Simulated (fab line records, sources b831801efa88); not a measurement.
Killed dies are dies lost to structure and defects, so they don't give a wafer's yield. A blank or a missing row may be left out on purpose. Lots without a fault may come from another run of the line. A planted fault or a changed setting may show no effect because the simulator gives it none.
Which tool did it? | flow gf180mcu | 12 lots, 36 wafers sampled, at 6 steps of a route of 602

WHAT THE GAUGES READ, wafer by wafer
GF_HV_LDD_OVL_MEAS_20.
lot  | measured     | on         | HV_LDD_01_OVL (nm)
L300 | day 10 20:49 | overlay-01 | -0.7 1.3 -1.0
L301 | day 11 04:07 | overlay-02 | 3.2 2.4 3.6
L302 | day 11 13:10 | overlay-01 | -1.2 -0.8 -2.5
L303 | day 11 16:32 | overlay-01 | -2.7 0.4 0.1
L304 | day 12 05:08 | overlay-01 | -1.0 -1.4 -1.4
L306 | day 12 16:46 | overlay-02 | 1.3 1.4 2.0
L315 | day 15 13:05 | overlay-02 | 2.7 3.8 2.8
L317 | day 16 03:16 | overlay-01 | 0.6 -1.1 -0.1
L318 | day 16 13:33 | overlay-02 | 2.8 -0.3 0.7
L320 | day 17 02:39 | overlay-02 | 0.7 1.8 1.6
L321 | day 17 12:02 | overlay-01 | -0.8 -0.3 -0.6
L323 | day 18 02:31 | overlay-02 | 1.9 3.8 2.4

GF_HV_LDD_TW_MEAS_38.
lot  | measured     | on            | HV_LDD_3_TW
L300 | day 11 16:31 | film_metro-01 | 1418 1410 1424
L301 | day 11 23:37 | film_metro-03 | 1433 1432 1440
L302 | day 12 09:15 | film_metro-01 | 1428 1424 1424
L303 | day 12 13:38 | film_metro-04 | 1543 1535 1544
L304 | day 13 01:34 | film_metro-04 | 1428 1441 1437
L306 | day 13 14:26 | film_metro-03 | 1542 1553 1547
L315 | day 16 11:51 | film_metro-01 | 1426 1430 1413
L317 | day 17 02:38 | film_metro-04 | 1431 1431 1432
L318 | day 17 13:41 | film_metro-03 | 1427 1429 1433
L320 | day 18 03:23 | film_metro-03 | 1434 1434 1423
L321 | day 18 12:33 | film_metro-04 | 1431 1439 1430
L323 | day 19 03:20 | film_metro-04 | 1435 1448 1436

GF_HV_LDD_CD_MEAS_46: target cd 400 nm.
lot  | measured     | on        | cd_nm (nm)
L300 | day 12 12:16 | cd_sem-02 | 397.8 398.6 400.5
L301 | day 12 18:32 | cd_sem-01 | 395.6 396.5 396.3
L302 | day 13 04:41 | cd_sem-01 | 399.5 398.4 399.7
L303 | day 13 08:38 | cd_sem-02 | 398.0 399.9 398.7
L304 | day 13 21:07 | cd_sem-01 | 397.5 397.3 397.8
L306 | day 14 10:37 | cd_sem-01 | 400.4 401.9 402.5
L315 | day 17 10:29 | cd_sem-01 | 397.8 398.0 396.8
L317 | day 18 02:07 | cd_sem-01 | 393.3 394.8 395.6
L318 | day 18 12:56 | cd_sem-02 | 396.4 396.9 399.1
L320 | day 19 03:28 | cd_sem-01 | 401.2 398.8 400.4
L321 | day 19 13:02 | cd_sem-01 | 401.1 400.7 400.4
L323 | day 20 02:50 | cd_sem-02 | 402.6 399.7 401.9

GF_HV_LDD_RS_MEAS_53: measures by four-point-probe.
lot  | measured     | on            | HV_LDD_RS (ohm/sq)
L300 | day 12 12:50 | film_metro-04 | 418.1 418.0 418.9
L301 | day 12 19:07 | film_metro-01 | 418.3 418.1 418.7
L302 | day 13 05:17 | film_metro-04 | 417.7 417.8 417.4
L303 | day 13 09:14 | film_metro-03 | 399.3 397.5 399.3
L304 | day 13 21:43 | film_metro-04 | 419.7 419.2 420.3
L306 | day 14 11:13 | film_metro-04 | 400.7 400.1 399.5
L315 | day 17 11:04 | film_metro-04 | 418.8 418.4 418.9
L317 | day 18 02:41 | film_metro-03 | 417.5 417.6 418.4
L318 | day 18 13:31 | film_metro-04 | 419.9 419.2 419.3
L320 | day 19 04:03 | film_metro-04 | 417.2 417.0 417.1
L321 | day 19 13:37 | film_metro-01 | 419.1 420.0 418.9
L323 | day 20 03:25 | film_metro-04 | 416.9 417.6 417.0

WHICH TOOL RAN EACH LOT (tool, then ch and the chambers of the sampled wafers, then the start)
lot  | GF_HV_LDD_STRIP_10                   | GF_HV_LDD_IMPLANT_36
L300 | plasma_asher-01 ch 0,1, day 10 03:26 | implanter-04 ch 0, day 11 16:16
L301 | plasma_asher-04 ch 0,1, day 10 09:49 | implanter-01 ch 0, day 11 23:23
L302 | plasma_asher-04 ch 0,1, day 10 17:08 | implanter-04 ch 0, day 12 09:01
L303 | plasma_asher-01 ch 0,1, day 10 21:38 | implanter-01 ch 0, day 12 13:04
L304 | plasma_asher-01 ch 0,1, day 11 09:47 | implanter-04 ch 0, day 13 01:20
L306 | plasma_asher-01 ch 0,1, day 11 21:13 | implanter-01 ch 0, day 13 13:54
L315 | plasma_asher-04 ch 0,1, day 14 15:44 | implanter-02 ch 0, day 16 11:36
L317 | plasma_asher-03 ch 1, day 15 05:09   | implanter-01 ch 0, day 17 02:23
L318 | plasma_asher-03 ch 0,1, day 15 15:15 | implanter-04 ch 0, day 17 13:26
L320 | plasma_asher-04 ch 0,1, day 16 04:06 | implanter-01 ch 0, day 18 03:08
L321 | plasma_asher-04 ch 0,1, day 16 12:56 | implanter-01 ch 0, day 18 12:18
L323 | plasma_asher-03 ch 0,1, day 17 02:40 | implanter-01 ch 0, day 19 03:05
- GF_HV_LDD_STRIP_10: strips in O2/N2.
- GF_HV_LDD_IMPLANT_36

WHAT THE TOOLS THEMSELVES READ (means of the sampled wafers that have a number; where no wafer has one, the mark that the record gives instead)
GF_HV_LDD_STRIP_10.
lot  | tool            | drypump_motor_current_A (A) | heater_power_w (W) | oes_product_au (a.u.) | strip_time_to_endpoint_s (s)
L300 | plasma_asher-01 | 6.2                         | 316                | 0.717                 | 12.69
L301 | plasma_asher-04 | 5.7                         | 356                | 0.717                 | 12.65
L302 | plasma_asher-04 | 5.8                         | 358                | 0.717                 | 12.62
L303 | plasma_asher-01 | 6.1                         | 306                | 0.712                 | 12.62
L304 | plasma_asher-01 | 6.1                         | 302                | 0.714                 | 12.64
L306 | plasma_asher-01 | 6.2                         | 318                | 0.720                 | 12.66
L315 | plasma_asher-04 | 5.7                         | 336                | 0.719                 | 12.63
L317 | plasma_asher-03 | 5.0                         | 313                | 0.718                 | 12.68
L318 | plasma_asher-03 | 5.6                         | 317                | 0.716                 | 12.59
L320 | plasma_asher-04 | 5.7                         | 360                | 0.717                 | 12.69
L321 | plasma_asher-04 | 5.7                         | 337                | 0.715                 | 12.63
L323 | plasma_asher-03 | 5.6                         | 315                | 0.714                 | 12.68

GF_HV_LDD_IMPLANT_36.
lot  | tool         | beam_energy_keV | end_station_pressure_torr (Torr)
L300 | implanter-04 | 60.000          | 5.22e-06
L301 | implanter-01 | 60.000          | 5.31e-06
L302 | implanter-04 | 59.995          | 5.28e-06
L303 | implanter-01 | 59.997          | 5.25e-06
L304 | implanter-04 | 59.993          | 5.17e-06
L306 | implanter-01 | 60.005          | 5.00e-06
L315 | implanter-02 | 60.007          | 5.08e-06
L317 | implanter-01 | 60.011          | 5.00e-06
L318 | implanter-04 | 60.003          | 4.93e-06
L320 | implanter-01 | 59.994          | 5.16e-06
L321 | implanter-01 | 60.021          | 5.15e-06
L323 | implanter-01 | 60.025          | 5.27e-06

THE ANSWER, worked out from the rows above alone
Rule: what is usual is taken from the lots themselves. Put in order of their means at a reading, lots are off if they are a third of the lots or fewer, leave a main group of 4 or more, and stand apart from it by a gap of 3 or more times the standard deviation of the main group's means; of several such gaps the widest counts. A main group whose means are all the same, to the digits that the tables above print for the reading, isn't used. A lot without any number at a reading at which 4 lots or more have one is off too. The other lots that the step has rows for count as sound. The gauges are gone through in route order, then the tools' own readings, and for those a lot's mean is taken as printed above. The first step at which some lot is off is used, and at that step the reading that is off furthest; a lot without a number counts as furthest.
Off: L303, L306, at GF_HV_LDD_TW_MEAS_38 (HV_LDD_3_TW). The main group: mean 1430, standard deviation 6.3.
A tool fits if, at a process step before that reading, it ran every lot that is off, and no sound lot after the first of them. The gauges at GF_HV_LDD_TW_MEAS_38 are tried like those tools. None of those tried fits.

WHAT THE SIMULATOR HAD PUT IN
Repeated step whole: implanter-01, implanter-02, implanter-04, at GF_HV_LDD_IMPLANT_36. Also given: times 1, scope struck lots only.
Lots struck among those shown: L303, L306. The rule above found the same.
